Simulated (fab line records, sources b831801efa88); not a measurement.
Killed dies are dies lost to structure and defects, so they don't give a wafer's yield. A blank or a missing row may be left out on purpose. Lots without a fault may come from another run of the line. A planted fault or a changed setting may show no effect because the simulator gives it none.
Which tool did it? | flow sfq_line | 14 lots, 40 wafers sampled, at 7 steps of a route of 325

WHAT THE GAUGES READ, wafer by wafer
SFQ_I1_BOW_MEAS_912.
lot  | measured     | on            | I1_BOW (um)
L958 | day 13 15:07 | film_metro-01 | -2 5 -3
L957 | day 13 14:11 | film_metro-04 | 1 1 0
L959 | day 13 21:05 | film_metro-01 | 2 -3 -9
L961 | day 14 08:13 | film_metro-02 | -8 -3 -11
L962 | day 14 15:09 | film_metro-01 | 6 3 8
L964 | day 15 02:43 | film_metro-02 | 1 5 1
L965 | day 15 05:43 | film_metro-02 | -7 2 -7
L966 | day 15 19:26 | film_metro-01 | -2 0 -2
L967 | day 16 03:52 | film_metro-02 | -5 6 -1
L971 | day 17 08:46 | film_metro-04 | -3 -1 - -
L974 | day 18 15:51 | film_metro-01 | 10 -9 - -
L976 | day 19 06:32 | film_metro-02 | 9 21 2
L978 | day 19 21:11 | film_metro-01 | -13 6 4
L979 | day 20 06:12 | film_metro-02 | -2 7 1

SFQ_I5_OVL_MEAS_936.
lot  | measured     | on         | I5_OVL (nm)
L958 | day 66 02:31 | overlay-01 | 6 9 0
L957 | day 65 22:55 | overlay-02 | -5 -3 2
L959 | day 66 04:55 | overlay-01 | 8 -2 -1
L961 | day 66 07:28 | overlay-01 | -2 1 3
L962 | day 66 15:01 | overlay-02 | -6 -3 -1
L964 | day 66 18:56 | overlay-01 | -9 -2 -9
L965 | day 66 23:44 | overlay-01 | 9 7 7
L966 | day 67 00:56 | overlay-01 | -5 -4 -12
L967 | day 67 03:19 | overlay-02 | 9 -1 -2
L971 | day 67 11:45 | overlay-01 | 0 -2
L974 | day 75 00:22 | overlay-02 | -5 -8
L976 | day 75 06:22 | overlay-01 | 7 4 14
L978 | day 77 09:12 | overlay-02 | 2 -3 1
L979 | day 77 12:48 | overlay-02 | 11 6 5

WHICH TOOL RAN EACH LOT (tool, then ch and the chambers of the sampled wafers, then the start)
lot  | SFQ_TRILAYER_I1_CMP_CMP_046   | SFQ_TRILAYER_I1_METRO_MEASURE_047 | SFQ_TRILAYER_I1_VIA_ETCH_VIA_ETCH_052 | SFQ_TRILAYER_A5B_CMP_CMP_130  | SFQ_TRILAYER_R5_STRIP_STRIP_140
L958 | cmp-02 ch 2,3, day 13 12:35   | film_metro-01, day 13 15:25       | rie_diel-01 ch 2,3, day 17 20:01      | cmp-01 ch 0,1, day 60 16:55   | rie_metal-03 ch 0,1, day 60 23:56
L957 | cmp-01 ch 0,2,3, day 13 12:40 | film_metro-04, day 13 14:29       | rie_diel-02 ch 0,2,3, day 17 18:49    | cmp-02 ch 2,3, day 60 14:31   | rie_metal-04 ch 0,1, day 60 21:01
L959 | cmp-02 ch 0,3, day 13 18:05   | film_metro-01, day 13 21:13       | rie_diel-01 ch 1,2,3, day 18 03:13    | cmp-02 ch 0,2, day 60 17:37   | rie_metal-02 ch 0,1, day 61 01:08
L961 | cmp-01 ch 0,2,3, day 14 06:10 | film_metro-02, day 14 08:53       | rie_diel-02 ch 1,2, day 18 16:25      | cmp-02 ch 1,2,3, day 61 00:37 | rie_metal-02 ch 0,1, day 61 06:41
L962 | cmp-02 ch 1,2,3, day 14 13:35 | film_metro-01, day 14 15:49       | rie_diel-01 ch 0,1,3, day 19 02:46    | cmp-02 ch 0,1, day 61 05:37   | rie_metal-04 ch 0,1, day 66 11:16
L964 | cmp-01 ch 0,2,3, day 15 00:11 | film_metro-02, day 15 03:01       | rie_diel-02 ch 0,2,3, day 19 18:22    | cmp-01 ch 0,2,3, day 61 12:25 | rie_metal-02 ch 0,1, day 66 15:52
L965 | cmp-01 ch 0,1,3, day 15 04:11 | film_metro-02, day 15 06:01       | rie_diel-04 ch 1,2, day 19 20:46      | cmp-01 ch 0,1,3, day 61 15:55 | rie_metal-04 ch 0,1, day 66 20:40
L966 | cmp-01 ch 1,2, day 15 16:25   | film_metro-01, day 15 19:44       | rie_diel-02 ch 0,2,3, day 20 12:22    | cmp-01 ch 1,3, day 61 18:25   | rie_metal-03 ch 0, day 66 21:52
L967 | cmp-01 ch 1,2, day 16 00:52   | film_metro-02, day 16 03:59       | rie_diel-01 ch 0,1, day 20 19:34      | cmp-01 ch 2,3, day 61 20:55   | rie_metal-02 ch 1, day 67 00:16
L971 | cmp-02 ch 2,3, day 17 05:43   | film_metro-04, day 17 14:59       | rie_diel-01 ch 0,3, day 22 11:37      | cmp-02 ch 0, day 62 09:07     | rie_metal-04 ch 0, day 67 08:52
L974 | cmp-02 ch 2,3, day 18 13:21   | film_metro-01, day 18 20:02       | rie_diel-04 ch 2,3, day 24 07:17      | cmp-02 ch 1, day 65 07:43     | rie_metal-03 ch 0,1, day 70 05:19
L976 | cmp-01 ch 0,2,3, day 19 04:31 | film_metro-02, day 19 06:50       | rie_diel-02 ch 0,1,2, day 25 04:28    | cmp-01 ch 1,2, day 65 14:28   | rie_metal-02 ch 0,1, day 70 12:31
L978 | cmp-01 ch 1,3, day 19 18:40   | film_metro-01, day 19 21:29       | rie_diel-04 ch 0,2,3, day 25 20:49    | cmp-02 ch 1,2,3, day 68 00:00 | rie_metal-03 ch 0,1, day 73 00:23
L979 | cmp-01 ch 0,2, day 20 03:40   | film_metro-02, day 20 06:41       | rie_diel-02 ch 0,1, day 26 05:13      | cmp-01 ch 1,2,3, day 68 04:48 | rie_metal-03 ch 0,1, day 73 02:59
- SFQ_TRILAYER_I1_CMP_CMP_046: polishes SiO2.
- SFQ_TRILAYER_I1_METRO_MEASURE_047
- SFQ_TRILAYER_I1_VIA_ETCH_VIA_ETCH_052: etches SiO2 in CHF3, stops on Nb, target depth 260 nm.
- SFQ_TRILAYER_A5B_CMP_CMP_130: polishes, stops on Nb, target thk 340.7 nm.
- SFQ_TRILAYER_R5_STRIP_STRIP_140: strips in O2.

WHAT THE TOOLS THEMSELVES READ (means of the sampled wafers that have a number; where no wafer has one, the mark that the record gives instead)
SFQ_TRILAYER_I1_CMP_CMP_046.
lot  | tool   | motor_current_A (A) | slurry_flow_ml_min | time_to_endpoint_s (s)
L958 | cmp-02 | 10.5                | 150.0              | 207
L957 | cmp-01 | 10.1                | 150.0              | 206
L959 | cmp-02 | 10.7                | 149.1              | 217
L961 | cmp-01 | 10.1                | 150.2              | 210
L962 | cmp-02 | 10.1                | 150.2              | 212
L964 | cmp-01 | 9.9                 | 149.7              | 209
L965 | cmp-01 | 10.0                | 150.0              | 210
L966 | cmp-01 | 11.0                | 150.2              | 210
L967 | cmp-01 | 10.4                | 150.3              | 212
L971 | cmp-02 | 9.6                 | 149.6              | 228
L974 | cmp-02 | 9.5                 | 149.4              | 246
L976 | cmp-01 | 9.8                 | 149.9              | 212
L978 | cmp-01 | 10.7                | 150.2              | 213
L979 | cmp-01 | 9.7                 | 149.7              | 209

SFQ_TRILAYER_I1_METRO_MEASURE_047.
lot  | tool          | thk_nm (nm)
L958 | film_metro-01 | 199.8
L957 | film_metro-04 | 200.2
L959 | film_metro-01 | 200.9
L961 | film_metro-02 | 198.6
L962 | film_metro-01 | 200.0
L964 | film_metro-02 | 199.1
L965 | film_metro-02 | 200.2
L966 | film_metro-01 | 198.1
L967 | film_metro-02 | 198.3
L971 | film_metro-04 | 175.7
L974 | film_metro-01 | 148.9
L976 | film_metro-02 | 199.4
L978 | film_metro-01 | 198.9
L979 | film_metro-02 | 201.4

SFQ_TRILAYER_I1_VIA_ETCH_VIA_ETCH_052.
lot  | tool        | drypump_motor_current_A (A) | oes_product_au (a.u.)
L958 | rie_diel-01 | 6.2                         | 0.851
L957 | rie_diel-02 | 5.8                         | 0.856
L959 | rie_diel-01 | 6.0                         | 0.855
L961 | rie_diel-02 | 5.8                         | 0.851
L962 | rie_diel-01 | 5.9                         | 0.853
L964 | rie_diel-02 | 5.7                         | 0.856
L965 | rie_diel-04 | 5.4                         | 0.858
L966 | rie_diel-02 | 5.8                         | 0.853
L967 | rie_diel-01 | 5.5                         | 0.847
L971 | rie_diel-01 | 6.2                         | 0.798
L974 | rie_diel-04 | 5.6                         | 0.737
L976 | rie_diel-02 | 5.8                         | 0.853
L978 | rie_diel-04 | 5.7                         | 0.849
L979 | rie_diel-02 | 5.6                         | 0.856

SFQ_TRILAYER_A5B_CMP_CMP_130.
lot  | tool   | motor_current_A (A) | slurry_flow_ml_min
L958 | cmp-01 | 10.3                | 150.4
L957 | cmp-02 | 10.1                | 149.3
L959 | cmp-02 | 9.6                 | 149.9
L961 | cmp-02 | 9.4                 | 150.4
L962 | cmp-02 | 10.6                | 150.0
L964 | cmp-01 | 10.0                | 150.0
L965 | cmp-01 | 10.4                | 149.9
L966 | cmp-01 | 10.3                | 150.0
L967 | cmp-01 | 10.0                | 149.8
L971 | cmp-02 | 10.2                | 149.6
L974 | cmp-02 | 10.0                | 150.2
L976 | cmp-01 | 10.5                | 149.7
L978 | cmp-02 | 9.7                 | 150.0
L979 | cmp-01 | 10.5                | 150.2

SFQ_TRILAYER_R5_STRIP_STRIP_140.
lot  | tool         | drypump_motor_current_A (A) | oes_product_au (a.u.)
L958 | rie_metal-03 | 5.79                        | 0.999
L957 | rie_metal-04 | 6.06                        | 1.003
L959 | rie_metal-02 | 6.02                        | 1.009
L961 | rie_metal-02 | 6.03                        | 1.015
L962 | rie_metal-04 | 6.03                        | 0.999
L964 | rie_metal-02 | 5.74                        | 0.989
L965 | rie_metal-04 | 6.02                        | 1.006
L966 | rie_metal-03 | 5.90                        | 1.010
L967 | rie_metal-02 | 6.29                        | 0.996
L971 | rie_metal-04 | 5.78                        | 0.986
L974 | rie_metal-03 | 5.83                        | 0.996
L976 | rie_metal-02 | 5.76                        | 0.998
L978 | rie_metal-03 | 5.87                        | 0.997
L979 | rie_metal-03 | 5.77                        | 0.991

THE ANSWER, worked out from the rows above alone
Rule: what is usual is taken from the lots themselves. Put in order of their means at a reading, lots are off if they are a third of the lots or fewer, leave a main group of 4 or more, and stand apart from it by a gap of 3 or more times the standard deviation of the main group's means; of several such gaps the widest counts. A main group whose means are all the same, to the digits that the tables above print for the reading, isn't used. A lot without any number at a reading at which 4 lots or more have one is off too. The other lots that the step has rows for count as sound. The gauges are gone through in route order, then the tools' own readings, and for those a lot's mean is taken as printed above. The first step at which some lot is off is used, and at that step the reading that is off furthest; a lot without a number counts as furthest.
Off: L971, L974, at SFQ_TRILAYER_I1_CMP_CMP_046 (time_to_endpoint_s). The main group: mean 211 s, standard deviation 2.8.
A tool fits if, at that step or a process step before it, it ran every lot that is off, and no sound lot after the first of them. One fits: cmp-02 at SFQ_TRILAYER_I1_CMP_CMP_046. Its last sound lot is L962 (day 14 13:35), its first lot that is off L971 (day 17 05:43): a fault that began between those two fits.
The tool's own readings at SFQ_TRILAYER_I1_CMP_CMP_046 bear it out: on the lots that are off they differ by more than 5 times the standard deviation of the sound lots' means. time_to_endpoint_s reads 237 s there against 211 s on the sound lots.

WHAT THE SIMULATOR HAD PUT IN
Process parameter drift: cmp-02, from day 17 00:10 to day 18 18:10, at SFQ_TRILAYER_I1_CMP_CMP_046. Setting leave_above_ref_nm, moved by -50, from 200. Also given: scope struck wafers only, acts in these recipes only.
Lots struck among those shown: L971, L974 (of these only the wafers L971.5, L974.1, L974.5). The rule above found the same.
